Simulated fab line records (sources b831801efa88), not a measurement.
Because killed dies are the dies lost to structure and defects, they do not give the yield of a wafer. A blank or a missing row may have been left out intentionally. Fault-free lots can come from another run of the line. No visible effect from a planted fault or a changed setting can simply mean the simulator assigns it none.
fab line records	flow sky130
record lots=7	wafers=21	last_day=50
route steps=708 shown PWDE@52 NWELL@56 PAD_OPEN@708
lots with no fault: from the same line, run without faults
start_h: start of the lot's first displayed wafer, in hours after the record's first day	wait_h: hours elapsed since this lot's preceding step	" as in the row above	L1.1+2: several wafers, shown together as one row	- either no value or no given start	* or withheld: withheld	< > ~ a bound
route shown NAME@n: NAME is a module with steps in the file, n the number in the route of the first one	usual: mean/standard deviation of fault-free wafers	same: alike in all rows	chamber/n: place in a boat	sites: readings site by site	_std_site: standard deviation of those values	_edge_site: the outer-site mean with the inner-site mean subtracted	radius_mm: how far each site lies from the wafer's centre	mask NAME#n: copy n	behind: the tool/chamber that last shaped the wafer	hold: what put the lot on hold/how long, in hours/how the hold closed	device: the n, p or np transistor that did not switch	end of line: tests of these same wafers at the route's end	step lacking rows: just its recipe	killed: dies lost to structure and defects at the first sort, not the wafer's yield	map: the dies of a wafer, with x for killed, . for not killed, _ for no die there
set.NAME: the setting the step ran with; set.NAME@STEP: the setting that earlier step ran with	model.NAME: the simulator's own value behind a step, which no gauge read
lots at selected steps of the route; one table per step, one row per wafer
services: a tool's chamber out of use, with start hour (start_h, from the record's first day; less than 0 if before it), hours out, and reason
## steps
# step SKY_PWDE_OVL_MEAS_07
# usual PWDE_OVL=-0.4/1.3
lot.wafer	tool	chamber	start_h	wait_h	PWDE_OVL[nm]
L754.2	overlay-02	-	119.84	-	-0.3
L754.3	"	-	"	"	-0.3
L754.4	"	-	"	"	-0.4
L757.4	overlay-01	-	132.98	-	-3.1
L757.5	"	-	"	"	-2.7
L757.6	"	-	"	"	-2.4
L758.2	overlay-02	-	135.49	-	-2.1
L758.3	"	-	"	"	-0.2
L758.6	"	-	"	"	-0.8
L759.1	overlay-02	-	140.38	-	-1.6
L759.5	"	-	"	"	0.5
L759.6	"	-	"	"	-0.1
L760.2	overlay-01	-	146.29	-	-1.3
L760.4	"	-	"	"	-1.9
L760.6	"	-	"	"	0.2
L761.1	overlay-01	-	154.22	-	-0.3
L761.2	"	-	"	"	-0.8
L761.5	"	-	"	"	-0.6
L766.1	overlay-02	-	182.60	-	0.0
L766.3	"	-	"	"	1.4
L766.4	"	-	"	"	1.4
# step SKY_PWDE_IMPLANT_08
# recipe species=B	energy_kev=150	dose_cm2=3.6e+12	tilt_deg=withheld
# step SKY_PWDE_STRIP_09
# recipe chemistry=O2/N2	power_w=1400	pressure_mtorr=1500	platen_temp_c=withheld	o2_flow_sccm=3000	n2_flow_sccm=300	overash_fraction=0.5
# usual drypump_motor_current_A=5.6/0.47	o2_flow_sccm=2999/7.7	oes_product_au=0.722/0.0045	strip_time_to_endpoint_s=36.96/0.11
lot.wafer	tool	chamber	start_h	wait_h	drypump_motor_current_A	o2_flow_sccm	oes_product_au	rf_hours_counter_h	strip_time_to_endpoint_s
L754.2	plasma_asher-04	0	120.02	0.1	5.7	2992	0.723	30	36.96
L754.3	"	0	"	"	5.7	2988	0.726	-	36.88
L754.4	"	1	"	"	6.0	2984	0.723	-	36.93
L757.4	plasma_asher-02	0	133.19	0.1	4.9	2997	0.720	-	36.86
L757.5	"	0	"	"	4.9	3006	0.721	-	36.88
L757.6	"	1	"	"	5.4	3007	0.722	-	36.89
L758.2	plasma_asher-02	0	135.67	0.1	4.9	3010	0.726	47	37.04
L758.3	"	1	"	"	5.4	2998	0.720	-	36.85
L758.6	"	1	"	"	5.4	3004	0.718	-	36.98
L759.1	plasma_asher-01	1	140.57	0.1	5.6	2998	0.716	44	36.90
L759.5	"	0	"	"	6.4	2998	0.725	-	37.03
L759.6	"	1	"	"	5.6	2996	0.719	-	36.99
L760.2	plasma_asher-04	1	146.47	0.1	6.0	2990	0.720	32	36.91
L760.4	"	0	"	"	5.8	3003	0.719	-	36.97
L760.6	"	1	"	"	6.0	3000	0.727	-	37.03
L761.1	plasma_asher-04	0	154.40	0.1	5.7	3005	0.720	33	37.08
L761.2	"	1	"	"	6.0	2993	0.714	33	37.04
L761.5	"	0	"	"	5.7	3006	0.724	-	37.15
L766.1	plasma_asher-02	0	182.79	0.1	5.0	3000	0.724	51	36.95
L766.3	"	0	"	"	5.0	3013	0.719	-	37.11
L766.4	"	1	"	"	5.4	2996	0.719	-	36.99
# step SKY_PWDE_TW_MEAS_10
# usual PWDE_TW=374/3.2
lot.wafer	tool	chamber	start_h	wait_h	PWDE_TW
L754.2	film_metro-04	-	120.13	0.1	379
L754.3	"	-	"	"	378
L754.4	"	-	"	"	379
L757.4	film_metro-04	-	133.28	0.1	378
L757.5	"	-	"	"	378
L757.6	"	-	"	"	378
L758.2	film_metro-03	-	135.78	0.1	376
L758.3	"	-	"	"	378
L758.6	"	-	"	"	376
L759.1	film_metro-02	-	140.67	0.1	369
L759.5	"	-	"	"	366
L759.6	"	-	"	"	367
L760.2	film_metro-04	-	146.58	0.1	374
L760.4	"	-	"	"	375
L760.6	"	-	"	"	375
L761.1	film_metro-03	-	154.50	0.1	376
L761.2	"	-	"	"	375
L761.5	"	-	"	"	375
L766.1	film_metro-02	-	182.89	0.1	370
L766.3	"	-	"	"	372
L766.4	"	-	"	"	371
# step SKY_NWELL_DEHYDRATE_03
# recipe temp_c=200	time_s=60
# step SKY_NWELL_HMDS_04
# recipe prime_time_s=60	prime_temp_c=120
# step SKY_NWELL_COAT_05
# recipe spin_rpm=2000	resist_thk_nm=3000
# step SKY_NWELL_SOFTBAKE_06
# recipe temp_c=110	time_s=withheld
# step SKY_NWELL_EXPOSE_07
# recipe mask_id=NWM	na=0.6	source_shape=conventional	sigma_outer=0.6	polarization=unpolarized	target_cd_nm=840	dose_mj=255
# step SKY_NWELL_PEB_08
# recipe temp_c=115	time_s=withheld
# step SKY_NWELL_DEVELOP_09
# recipe wall_angle_deg=90	developer=TMAH	develop_time_s=60	dev_temp_c=23
# step SKY_NWELL_OVL_MEAS_10
# usual NWELL_00_OVL=-1.7/1.6
lot.wafer	tool	chamber	start_h	wait_h	NWELL_00_OVL[nm]
L754.2	overlay-01	-	138.74	-	-2.9
L754.3	"	-	"	"	-3.4
L754.4	"	-	"	"	-3.3
L757.4	overlay-01	-	152.31	-	-0.8
L757.5	"	-	"	"	1.9
L757.6	"	-	"	"	-0.7
L758.2	overlay-02	-	155.22	-	-3.1
L758.3	"	-	"	"	-3.0
L758.6	"	-	"	"	-2.2
L759.1	overlay-01	-	160.12	-	-0.2
L759.5	"	-	"	"	1.2
L759.6	"	-	"	"	-0.4
L760.2	overlay-01	-	166.16	-	-0.3
L760.4	"	-	"	"	-3.9
L760.6	"	-	"	"	-2.3
L761.1	overlay-01	-	174.25	-	-3.5
L761.2	"	-	"	"	-3.2
L761.5	"	-	"	"	-3.2
L766.1	overlay-01	-	203.80	-	1.0
L766.3	"	-	"	"	-2.9
L766.4	"	-	"	"	-1.2
# step SKY_NWELL_IMPLANT_11
# recipe species=P	energy_kev=400	dose_cm2=1.9e+13	tilt_deg=withheld
# usual end_station_pressure_torr=5.11e-06/2.6e-07
lot.wafer	tool	chamber	start_h	wait_h	end_station_pressure_torr
L754.2	implanter-03	0	138.80	0.0	5.15e-06
L754.3	"	0	"	"	5.48e-06
L754.4	"	0	"	"	5.46e-06
L757.4	implanter-01	0	152.40	0.1	5.26e-06
L757.5	"	0	"	"	5.38e-06
L757.6	"	0	"	"	4.8e-06
L758.2	implanter-03	0	155.28	0.0	4.75e-06
L758.3	"	0	"	"	4.9e-06
L758.6	"	0	"	"	5.11e-06
L759.1	implanter-01	0	160.15	0.0	5.63e-06
L759.5	"	0	"	"	5.08e-06
L759.6	"	0	"	"	5.28e-06
L760.2	implanter-01	0	166.22	0.0	5.35e-06
L760.4	"	0	"	"	5.24e-06
L760.6	"	0	"	"	5.42e-06
L761.1	implanter-01	0	174.29	0.0	4.99e-06
L761.2	"	0	"	"	4.81e-06
L761.5	"	0	"	"	5.41e-06
L766.1	implanter-01	0	203.84	0.0	5.15e-06
L766.3	"	0	"	"	5.16e-06
L766.4	"	0	"	"	4.89e-06
# step SKY_NWELL_IMPLANT_12
# recipe species=P	energy_kev=120	dose_cm2=1.3e+12	tilt_deg=withheld
# step SKY_NWELL_IMPLANT_13
# recipe species=P	energy_kev=50	dose_cm2=7e+11	tilt_deg=withheld
# step SKY_NWELL_STRIP_14
# recipe chemistry=O2/N2	power_w=1400	pressure_mtorr=1500	platen_temp_c=withheld	o2_flow_sccm=3000	n2_flow_sccm=300	overash_fraction=0.5
# usual drypump_motor_current_A=5.6/0.57	o2_flow_sccm=3000/9	oes_product_au=0.722/0.0046	strip_time_to_endpoint_s=36.92/0.12
lot.wafer	tool	chamber	start_h	wait_h	drypump_motor_current_A	o2_flow_sccm	oes_product_au	rf_hours_counter_h	strip_time_to_endpoint_s
L754.2	plasma_asher-04	1	139.22	0.1	6.0	2996	0.718	31	36.81
L754.3	"	1	"	"	6.0	3001	0.719	-	36.85
L754.4	"	0	"	"	5.7	3011	0.725	-	36.77
L757.4	plasma_asher-03	1	152.81	0.1	6.3	3000	0.723	-	37.02
L757.5	"	0	"	"	4.9	2996	0.729	-	37.02
L757.6	"	1	"	"	6.3	2999	0.723	-	36.95
L758.2	plasma_asher-03	0	155.70	0.1	4.9	2988	0.714	4	37.02
L758.3	"	1	"	"	6.3	2991	0.715	-	36.93
L758.6	"	0	"	"	4.9	3002	0.724	-	37.04
L759.1	plasma_asher-02	0	160.60	0.1	4.9	3004	0.724	49	36.94
L759.5	"	1	"	"	5.4	2988	0.712	-	37.07
L759.6	"	0	"	"	5.0	2995	0.727	-	36.99
L760.2	plasma_asher-03	0	166.64	0.1	4.9	3004	0.733	5	36.97
L760.4	"	1	"	"	6.3	3010	0.720	-	36.95
L760.6	"	0	"	"	4.9	3002	0.721	-	37.06
L761.1	plasma_asher-02	0	174.74	0.1	4.9	3000	0.726	51	36.96
L761.2	"	1	"	"	5.4	3004	0.720	51	36.90
L761.5	"	0	"	"	4.9	2999	0.721	-	36.92
L766.1	plasma_asher-03	1	204.29	0.1	6.3	3003	0.722	8	36.75
L766.3	"	1	"	"	6.3	2997	0.729	-	36.77
L766.4	"	0	"	"	4.9	2999	0.723	-	36.88
# step SKY_NWELL_TW_MEAS_15
# usual NWELL_TW=1816/17
lot.wafer	tool	chamber	start_h	wait_h	NWELL_TW
L754.2	film_metro-04	-	139.33	0.1	1829
L754.3	"	-	"	"	1839
L754.4	"	-	"	"	1831
L757.4	film_metro-04	-	152.90	0.1	1823
L757.5	"	-	"	"	1830
L757.6	"	-	"	"	1825
L758.2	film_metro-03	-	155.81	0.1	1826
L758.3	"	-	"	"	1828
L758.6	"	-	"	"	1825
L759.1	film_metro-02	-	160.70	0.1	1804
L759.5	"	-	"	"	1799
L759.6	"	-	"	"	1798
L760.2	film_metro-02	-	166.75	0.1	1781
L760.4	"	-	"	"	1779
L760.6	"	-	"	"	1773
L761.1	film_metro-02	-	174.84	0.1	1762
L761.2	"	-	"	"	1758
L761.5	"	-	"	"	1769
L766.1	film_metro-02	-	204.39	0.1	1772
L766.3	"	-	"	"	1762
L766.4	"	-	"	"	1756
# step SKY_NWELL_DEHYDRATE_16
# recipe temp_c=200	time_s=60
# step SKY_NWELL_HMDS_17
# recipe prime_time_s=60	prime_temp_c=120
# step SKY_NWELL_COAT_18
# recipe spin_rpm=2000	resist_thk_nm=3000
# step SKY_NWELL_SOFTBAKE_19
# recipe temp_c=110	time_s=withheld
# step SKY_NWELL_EXPOSE_20
# recipe mask_id=NWM_COMPLEMENT	na=0.6	source_shape=conventional	sigma_outer=0.6	polarization=unpolarized	target_cd_nm=840	dose_mj=260
# step SKY_NWELL_PEB_21
# recipe temp_c=115	time_s=withheld
# step SKY_NWELL_DEVELOP_22
# recipe wall_angle_deg=90	developer=TMAH	develop_time_s=60	dev_temp_c=23
# step SKY_NWELL_OVL_MEAS_23
# usual NWELL_01_OVL=-0.5/1.4
lot.wafer	tool	chamber	start_h	wait_h	NWELL_01_OVL[nm]
L754.2	overlay-02	-	158.49	-	0.4
L754.3	"	-	"	"	-1.0
L754.4	"	-	"	"	0.4
L757.4	overlay-02	-	172.56	-	-1.7
L757.5	"	-	"	"	-1.5
L757.6	"	-	"	"	-2.0
L758.2	overlay-02	-	175.41	-	-0.5
L758.3	"	-	"	"	0.3
L758.6	"	-	"	"	-1.4
L759.1	overlay-01	-	180.90	-	0.8
L759.5	"	-	"	"	1.6
L759.6	"	-	"	"	-0.1
L760.2	overlay-01	-	187.21	-	-0.5
L760.4	"	-	"	"	-1.3
L760.6	"	-	"	"	0.8
L761.1	overlay-01	-	195.59	-	2.0
L761.2	"	-	"	"	1.0
L761.5	"	-	"	"	-0.1
L766.1	overlay-02	-	226.74	-	-0.3
L766.3	"	-	"	"	-0.3
L766.4	"	-	"	"	-1.0
# step SKY_NWELL_IMPLANT_24
# recipe species=B	energy_kev=140	dose_cm2=9.2e+12	tilt_deg=withheld
# step SKY_NWELL_STRIP_25
# recipe chemistry=O2/N2	power_w=1400	pressure_mtorr=1500	platen_temp_c=withheld	o2_flow_sccm=3000	n2_flow_sccm=300	overash_fraction=0.5
# usual drypump_motor_current_A=5.4/0.5	o2_flow_sccm=3000/9.7	oes_product_au=0.722/0.0042	strip_time_to_endpoint_s=36.92/0.11
lot.wafer	tool	chamber	start_h	wait_h	drypump_motor_current_A	o2_flow_sccm	oes_product_au	rf_hours_counter_h	strip_time_to_endpoint_s
L754.2	plasma_asher-02	0	158.67	0.1	4.9	2998	0.726	49	36.82
L754.3	"	1	"	"	5.4	2983	0.728	-	37.05
L754.4	"	0	"	"	4.9	2990	0.718	-	37.00
L757.4	plasma_asher-02	1	172.76	0.1	5.4	2991	0.723	-	36.80
L757.5	"	0	"	"	4.9	3004	0.726	-	36.76
L757.6	"	1	"	"	5.4	2993	0.725	-	36.87
L758.2	plasma_asher-02	0	175.59	0.1	4.9	3002	0.723	51	37.02
L758.3	"	1	"	"	5.4	2991	0.723	-	36.99
L758.6	"	1	"	"	5.4	2994	0.722	-	37.01
L759.1	plasma_asher-02	0	181.09	0.1	4.9	3016	0.725	51	36.75
L759.5	"	1	"	"	5.4	2992	0.719	-	36.84
L759.6	"	0	"	"	4.9	3002	0.723	-	36.81
L760.2	plasma_asher-02	0	187.39	0.1	4.9	3003	0.717	52	36.87
L760.4	"	1	"	"	5.4	2996	0.719	-	36.89
L760.6	"	1	"	"	5.4	3003	0.722	-	36.99
L761.1	plasma_asher-03	0	195.77	0.1	4.9	2996	0.721	7	36.95
L761.2	"	1	"	"	6.3	2982	0.723	7	37.08
L761.5	"	1	"	"	6.3	2990	0.726	-	37.04
L766.1	plasma_asher-03	0	226.92	0.1	4.9	3001	0.717	11	36.96
L766.3	"	1	"	"	6.3	2996	0.722	-	36.86
L766.4	"	0	"	"	4.9	3002	0.722	-	36.92
# step SKY_NWELL_TW_MEAS_26
# usual NWELL_2_TW=497/4.3
lot.wafer	tool	chamber	start_h	wait_h	NWELL_2_TW
L754.2	film_metro-03	-	158.78	0.1	502
L754.3	"	-	"	"	503
L754.4	"	-	"	"	499
L757.4	film_metro-03	-	172.85	0.1	498
L757.5	"	-	"	"	498
L757.6	"	-	"	"	498
L758.2	film_metro-02	-	175.70	0.1	492
L758.3	"	-	"	"	493
L758.6	"	-	"	"	490
L759.1	film_metro-04	-	181.19	0.1	499
L759.5	"	-	"	"	499
L759.6	"	-	"	"	498
L760.2	film_metro-04	-	187.50	0.1	499
L760.4	"	-	"	"	499
L760.6	"	-	"	"	498
L761.1	film_metro-02	-	195.87	0.1	491
L761.2	"	-	"	"	489
L761.5	"	-	"	"	491
L766.1	film_metro-02	-	227.02	0.1	490
L766.3	"	-	"	"	493
L766.4	"	-	"	"	491
# step SKY_NWELL_CLEAN_27
# recipe chemistry=SC1/SC2	mix=1:4:20	temp_c=70	time_s=150	dry=n2_spin
# step SKY_NWELL_RTA_28
# recipe temp_c=1050	time_s=30	idle_temp_c=650	ramp_up_c_per_s=150	ramp_down_c_per_s=90	ambient=N2
# usual lamp_power_pct=25.31/0.057	wafer_temp_C_max=1054.9/0.94
lot.wafer	tool	chamber	start_h	wait_h	lamp_power_pct	wafer_temp_C_max
L754.2	rtp_anneal-02	0	158.90	0.0	25.31	1056.1
L754.3	"	0	"	"	25.30	1055.6
L754.4	"	0	"	"	25.34	1053.9
L757.4	rtp_anneal-02	0	172.98	0.1	25.31	1054.2
L757.5	"	0	"	"	25.31	1054.5
L757.6	"	0	"	"	25.24	1054.6
L758.2	rtp_anneal-02	0	175.82	0.0	25.29	1054.3
L758.3	"	0	"	"	25.27	1055.8
L758.6	"	0	"	"	25.31	1055.5
L759.1	rtp_anneal-01	0	181.30	0.0	25.31	1055.4
L759.5	"	0	"	"	25.41	1055.9
L759.6	"	0	"	"	25.27	1053.8
L760.2	rtp_anneal-01	0	187.62	0.0	25.31	1054.4
L760.4	"	0	"	"	25.30	1054.0
L760.6	"	0	"	"	25.35	1054.1
L761.1	rtp_anneal-02	0	195.98	0.0	25.24	1054.8
L761.2	"	0	"	"	25.32	1053.0
L761.5	"	0	"	"	25.20	1056.9
L766.1	rtp_anneal-01	0	227.13	0.0	25.30	1055.2
L766.3	"	0	"	"	25.26	1055.8
L766.4	"	0	"	"	25.39	1054.5
# step SKY_NWELL_RS_MEAS_29
# recipe thk_meas_gauge=four-point-probe
# usual NWELL_RS=625.6/1.9
lot.wafer	tool	chamber	start_h	wait_h	hold	NWELL_RS[ohm/sq]
L754.2	film_metro-02	-	159.00	0.1	-	626.6
L754.3	"	-	"	"	-	625.5
L754.4	"	-	"	"	-	624.8
L757.4	film_metro-04	-	173.09	0.1	-	627.0
L757.5	"	-	"	"	-	626.5
L757.6	"	-	"	"	-	626.1
L758.2	film_metro-03	-	175.92	0.1	-	625.9
L758.3	"	-	"	"	-	627.4
L758.6	"	-	"	"	-	627.7
L759.1	film_metro-03	-	181.40	0.1	-	626.9
L759.5	"	-	"	"	-	624.8
L759.6	"	-	"	"	-	625.0
L760.2	film_metro-02	-	187.72	0.1	await_dispo/0.2h/release	643.1
L760.4	"	-	"	"	await_dispo/0.2h/release	643.8
L760.6	"	-	"	"	await_dispo/0.2h/release	644.0
L760.2	film_metro-02	-	188.08	0.3	-	643.0
L760.4	"	-	"	"	-	643.8
L760.6	"	-	"	"	-	643.2
L761.1	film_metro-04	-	196.08	0.1	await_dispo/0.2h/release	647.9
L761.2	"	-	"	"	await_dispo/0.2h/release	647.9
L761.5	"	-	"	"	await_dispo/0.2h/release	647.9
L761.1	film_metro-04	-	196.44	0.3	-	647.4
L761.2	"	-	"	"	-	647.9
L761.5	"	-	"	"	-	646.4
L766.1	film_metro-04	-	227.23	0.1	await_dispo/0.2h/release	650.7
L766.3	"	-	"	"	await_dispo/0.2h/release	648.3
L766.4	"	-	"	"	await_dispo/0.2h/release	647.2
L766.1	film_metro-04	-	227.59	0.3	-	649.0
L766.3	"	-	"	"	-	648.6
L766.4	"	-	"	"	-	647.5
# step SKY_PAD_OPEN_PROBE_99
# usual killed_at_M0_to_M3=43/7	killed_at_M4_up=3.1/1.9	killed_at_contacts=25/6.1	killed_at_front_end=15/4.5	killed_at_other=0.3/0.55	killed_dies=87/8.9	killed_open=47/6.4	killed_short=40/6.6
# same gross_dies=492	killed_at_back_side=0
lot.wafer	tool	chamber	start_h	wait_h	killed_at_M0_to_M3	killed_at_M4_up	killed_at_contacts	killed_at_front_end	killed_at_other	killed_dies	killed_open	killed_short	model.etest.nfet_16v.r_on_ohm_um	model.etest.res_nwell.line_ohm_um	model.etest.res_nwell.rs_ohm_sq	model.etest.res_nwell.rs_ohm_sq_range	model.etest.res_nwell.rs_ohm_sq_rim_less_centre	model.etest.pfet_01v8_lvt.vt_v_range
L754.2	prober-02	-	1136.22	0.1	37	4	37	12	0	90	51	39	1.413e+04	1056	884	22.03	3.544	0.0159
L754.3	prober-02	-	1136.27	0.2	53	2	29	12	0	96	49	47	1.433e+04	1041	878.2	24.36	6.789	0.02013
L754.4	prober-02	-	1136.32	0.2	40	3	34	10	0	87	46	40	1.429e+04	1079	917.2	18.37	-2.078	0.01849
L757.4	prober-01	-	1146.17	0.2	41	4	24	23	1	93	45	46	1.394e+04	1154	956.9	21.05	3.946	0.02081
L757.5	prober-01	-	1146.22	0.2	48	2	14	18	2	84	40	40	1.379e+04	1148	960.5	17.52	-9.877	0.02546
L757.6	prober-01	-	1146.27	0.2	43	2	31	12	1	89	49	38	1.403e+04	1167	965.8	15.01	8.355	0.01843
L758.2	prober-02	-	1148.36	0.1	32	6	26	19	0	83	47	35	1.428e+04	1128	925.4	17.04	-3.528	0.03326
L758.3	prober-02	-	1148.41	0.2	49	5	17	16	0	87	55	31	1.417e+04	1147	950.4	17.27	13.16	0.03247
L758.6	prober-02	-	1148.56	0.2	46	8	24	9	1	88	45	43	1.418e+04	1158	958.9	28.15	21.79	0.03156
L759.1	prober-01	-	1161.37	0.1	33	2	18	16	1	70	35	35	1.403e+04	1118	937.1	17.95	9.643	0.02138
L759.5	prober-01	-	1161.57	0.2	33	4	18	21	0	76	30	45	1.407e+04	1137	957.1	22.07	4.43	0.0248
L759.6	prober-01	-	1161.62	0.2	52	1	22	12	0	87	55	31	1.425e+04	1162	986.6	23.81	4.475	0.02559
L760.2	prober-02	-	1162.92	0.1	39	7	24	12	0	82	46	36	1.429e+04	1230	1021	75.52	-27.42	0.02124
L760.4	prober-02	-	1163.02	0.2	40	1	28	9	3	81	48	32	1.444e+04	1207	994.3	75.46	-26.28	0.0246
L760.6	prober-02	-	1163.12	0.2	42	1	17	17	0	77	30	47	1.436e+04	1190	975.8	79.45	-42.63	0.02276
L761.1	prober-01	-	1165.04	0.1	54	2	30	16	0	102	54	48	1.429e+04	1213	1015	79.92	-20.87	0.03046
L761.2	prober-01	-	1165.09	0.1	58	2	33	10	0	103	58	44	1.42e+04	1168	994.6	71.45	-38.86	0.02546
L761.5	prober-01	-	1165.24	0.2	38	4	25	15	0	82	46	35	1.402e+04	1200	1003	73.09	-16.8	0.02477
L766.1	prober-02	-	1187.93	0.1	47	2	22	15	1	87	46	41	1.438e+04	1252	1042	72.74	-23.03	0.03854
L766.3	prober-02	-	1188.03	0.2	46	1	28	12	0	87	45	42	1.444e+04	1239	1016	61.94	-14.22	0.02769
L766.4	prober-02	-	1188.08	0.2	47	2	23	14	0	86	44	42	1.441e+04	1222	1017	77.23	-19.46	0.03159
# killed by level:class
L754.2 CONTACT:geometric_particle:open=14 LI_CONTACT:geometric_particle:open=8 VIA3:geometric_particle:open=8 LOCAL_INTERCONNECT:geometric_particle:short=5 CONTACT:geometric_particle:short=5 VIA1:geometric_particle:short=5 VIA1:geometric_particle:open=5 FIELD_ISO:geometric_particle:open=4
L754.3 LI_CONTACT:geometric_particle:open=10 CONTACT:geometric_particle:open=9 VIA1:geometric_particle:open=9 VIA3:geometric_particle:open=7 METAL2:geometric_particle:short=6 VIA2:geometric_particle:short=6 METAL1:geometric_particle:short=5 VIA1:geometric_particle:short=5
L754.4 VIA2:geometric_particle:open=11 CONTACT:geometric_particle:open=10 LI_CONTACT:geometric_particle:open=7 CONTACT:geometric_particle:short=6 METAL1:geometric_particle:short=6 VIA1:geometric_particle:open=6 LOCAL_INTERCONNECT:geometric_particle:short=5 VIA3:geometric_particle:open=5
L757.4 FIELD_ISO:geometric_particle:short=8 CONTACT:geometric_particle:open=7 VIA3:geometric_particle:open=7 LI_CONTACT:geometric_particle:open=5 METAL1:geometric_particle:short=5 METAL2:geometric_particle:short=5 FIELD_ISO:geometric_particle:open=4 LI_CONTACT:geometric_particle:short=4
L757.5 VIA2:geometric_particle:open=13 METAL2:geometric_particle:short=9 VIA1:geometric_particle:open=7 POLY_GATE:geometric_particle:open=6 VIA3:geometric_particle:open=4 POLY_GATE:geometric_particle:short=4 CONTACT:geometric_particle:short=4 METAL1:geometric_particle:short=4
L757.6 CONTACT:geometric_particle:open=15 VIA1:geometric_particle:open=11 METAL2:geometric_particle:short=6 VIA2:geometric_particle:open=5 VIA1:geometric_particle:short=5 FIELD_ISO:geometric_particle:short=4 LI_CONTACT:geometric_particle:open=4 LOCAL_INTERCONNECT:geometric_particle:short=4
L758.2 CONTACT:geometric_particle:open=9 VIA2:geometric_particle:open=7 FIELD_ISO:geometric_particle:open=6 CONTACT:geometric_particle:short=6 POLY_GATE:geometric_particle:open=5 LI_CONTACT:geometric_particle:open=5 VIA1:geometric_particle:open=5 VIA3:geometric_particle:open=5
L758.3 VIA3:geometric_particle:open=11 VIA1:geometric_particle:open=10 FIELD_ISO:geometric_particle:open=6 POLY_GATE:geometric_particle:open=6 CONTACT:geometric_particle:open=6 VIA2:geometric_particle:open=6 VIA1:geometric_particle:short=5 LI_CONTACT:geometric_particle:open=4
L758.6 VIA1:geometric_particle:open=9 VIA3:geometric_particle:open=9 CONTACT:geometric_particle:open=8 METAL4:geometric_particle:short=7 VIA3:geometric_particle:short=7 LI_CONTACT:geometric_particle:open=6 VIA2:geometric_particle:open=6 LI_CONTACT:geometric_particle:short=4
L759.1 FIELD_ISO:geometric_particle:short=7 CONTACT:geometric_particle:open=7 VIA3:geometric_particle:open=7 VIA2:geometric_particle:open=6 LI_CONTACT:geometric_particle:open=5 METAL2:geometric_particle:short=5 POLY_GATE:geometric_particle:short=4 POLY_GATE:geometric_particle:open=3
L759.5 CONTACT:geometric_particle:open=8 FIELD_ISO:geometric_particle:short=7 METAL2:geometric_particle:short=6 METAL3:geometric_particle:short=6 VIA1:geometric_particle:short=5 CONTACT:geometric_particle:short=4 METAL4:geometric_particle:short=4 POLY_GATE:geometric_particle:open=3
L759.6 VIA1:geometric_particle:open=12 VIA2:geometric_particle:open=10 VIA3:geometric_particle:open=7 METAL1:geometric_particle:short=6 METAL2:geometric_particle:short=6 CONTACT:geometric_particle:short=5 CONTACT:geometric_particle:open=5 POLY_GATE:geometric_particle:open=4
L760.2 VIA2:geometric_particle:open=10 CONTACT:geometric_particle:open=9 VIA1:geometric_particle:short=7 CONTACT:geometric_particle:short=6 VIA1:geometric_particle:open=6 VIA3:geometric_particle:open=5 METAL4:geometric_particle:short=5 POLY_GATE:geometric_particle:open=4
L760.4 VIA1:geometric_particle:open=13 CONTACT:geometric_particle:short=8 VIA2:geometric_particle:open=8 VIA1:geometric_particle:short=7 CONTACT:geometric_particle:open=7 LI_CONTACT:geometric_particle:open=6 VIA3:geometric_particle:open=6 FIELD_ISO:geometric_particle:short=4
L760.6 VIA1:geometric_particle:open=11 LI_CONTACT:geometric_particle:short=7 METAL1:geometric_particle:short=5 VIA1:geometric_particle:short=5 VIA2:geometric_particle:short=5 CONTACT:geometric_particle:open=4 METAL3:geometric_particle:short=4 METAL2:geometric_particle:short=4
L761.1 LI_CONTACT:geometric_particle:open=10 VIA2:geometric_particle:open=10 CONTACT:geometric_particle:open=9 METAL1:geometric_particle:short=7 VIA1:geometric_particle:open=7 METAL3:geometric_particle:short=7 POLY_GATE:geometric_particle:short=6 VIA1:geometric_particle:short=6
L761.2 CONTACT:geometric_particle:open=14 VIA2:geometric_particle:open=13 LI_CONTACT:geometric_particle:open=9 VIA3:geometric_particle:open=8 VIA1:geometric_particle:open=8 METAL1:geometric_particle:short=7 FIELD_ISO:geometric_particle:short=4 LOCAL_INTERCONNECT:geometric_particle:short=4
L761.5 CONTACT:geometric_particle:open=11 VIA1:geometric_particle:short=8 VIA1:geometric_particle:open=8 METAL1:geometric_particle:short=7 LI_CONTACT:geometric_particle:open=5 LI_CONTACT:geometric_particle:short=4 FIELD_ISO:geometric_particle:open=3 METAL4:geometric_particle:short=3
L766.1 VIA1:geometric_particle:open=17 LOCAL_INTERCONNECT:geometric_particle:short=7 FIELD_ISO:geometric_particle:open=6 METAL1:geometric_particle:short=6 VIA2:geometric_particle:open=6 LI_CONTACT:geometric_particle:open=4 VIA1:geometric_particle:short=4 LI_CONTACT:geometric_particle:short=3
L766.3 VIA1:geometric_particle:open=11 LOCAL_INTERCONNECT:geometric_particle:short=8 LI_CONTACT:geometric_particle:open=7 CONTACT:geometric_particle:open=7 VIA1:geometric_particle:short=7 VIA2:geometric_particle:open=7 METAL2:geometric_particle:short=6 METAL1:geometric_particle:short=6
L766.4 VIA3:geometric_particle:open=11 VIA2:geometric_particle:open=9 CONTACT:geometric_particle:open=8 CONTACT:geometric_particle:short=6 METAL1:geometric_particle:short=6 VIA1:geometric_particle:short=6 FIELD_ISO:geometric_particle:short=4 FIELD_ISO:geometric_particle:open=4
## services
tool	chamber	start_h	hours	kind
plasma_asher-03	-	108.75	9.0	pm
plasma_asher-03	0	108.75	9.0	vent_cycle
plasma_asher-03	1	108.75	9.0	vent_cycle
plasma_asher-03	-	110.28	3.5	repair
plasma_asher-04	-	112.68	1.3	repair
plasma_asher-03	0	117.75	-	clean
plasma_asher-03	1	117.75	-	clean
implanter-03	-	127.09	0.7	repair
plasma_asher-02	-	153.70	0.9	repair
plasma_asher-02	-	184.78	1.8	repair
plasma_asher-02	-	201.39	14.6	pm
implanter-01	-	223.06	3.5	repair
## key
first_sign step=SKY_NWELL_RS_MEAS_29	reading=visit	direction=added
effect step=SKY_NWELL_RS_MEAS_29	reading=NWELL_RS	direction=up	sigmas=11	usual=625.6	struck=646.8
model_effect step=SKY_PAD_OPEN_PROBE_99	value=etest.nfet_16v.r_on_ohm_um	without=1.387e+04	struck=1.431e+04
met_at SKY_NWELL_IMPLANT_11
struck_wafers L760.2,L760.4,L760.6,L761.1,L761.2,L761.5,L766.1,L766.3,L766.4
tester_left_out L760,L761,L766
onset_between 160.15 166.22
also_fits time
fault kind=process_parameter_drift	tool=implanter-01	chamber=-	onset_h=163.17	steps=SKY_NWELL_IMPLANT_11	channel=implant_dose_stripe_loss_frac	offset=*	shape=step	end_h=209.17
# tester_left_out: of these lots the tester's yield and bins aren't shown, on N5 and GAA mostly nor the transistor test; their killed dies are dies lost to structure and defects alone, not to doping, threshold or leakage, so they don't give the yield
